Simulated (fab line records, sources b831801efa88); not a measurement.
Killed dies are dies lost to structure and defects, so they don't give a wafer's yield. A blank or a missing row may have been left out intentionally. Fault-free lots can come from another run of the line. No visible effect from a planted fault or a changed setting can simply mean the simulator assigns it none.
Which of the tools did it? | flow gf180mcu | 7 lots (21 wafers sampled), 1 step of a 602-step route

## WHAT EACH GAUGE READ, for each wafer
GF_CONTACT_CD_MEAS_14 targets a cd of 220 nm.
lot  | measured     | on        | cd nm (nm)
L715 | day 16 18:35 | cd sem-01 | 219.3 220.3 219.9
L717 | day 17 16:55 | cd sem-01 | 222.4 221.2 220.3
L720 | day 18 06:35 | cd sem-01 | 220.1 221.6 221.8
L722 | day 19 07:11 | cd sem-02 | 222.1 222.1 222.5
L724 | day 20 02:16 | cd sem-01 | 221.4 222.5 222.4
L732 | day 22 15:52 | cd sem-01 | 223.1 222.7 223.3
L735 | day 23 14:23 | cd sem-02 | 221.8 221.1 221.9

## WHICH TOOL RAN EACH LOT (tool, then ch and the chambers of the sampled wafers, then the start)
The record holds no process step before these readings.

## THE ANSWER, worked out from the rows above alone
Rule: the usual values come from the lots themselves. Put in order of their means at a reading, lots are off if they are a third of the lots or fewer, leave a main group of 4 or more, and stand apart from it by a gap of 3 or more times the standard deviation of the main group's means; of several such gaps the widest counts. Not used: any main group whose means are identical at the precision the tables above print for the reading. Also off: a lot with no number at a reading for which 4 or more lots have one. Any other lot the step has rows for is counted as sound.
Nothing can be told from this: no lot is off at any reading shown.

## WHAT WAS PUT IN BY THE SIMULATOR
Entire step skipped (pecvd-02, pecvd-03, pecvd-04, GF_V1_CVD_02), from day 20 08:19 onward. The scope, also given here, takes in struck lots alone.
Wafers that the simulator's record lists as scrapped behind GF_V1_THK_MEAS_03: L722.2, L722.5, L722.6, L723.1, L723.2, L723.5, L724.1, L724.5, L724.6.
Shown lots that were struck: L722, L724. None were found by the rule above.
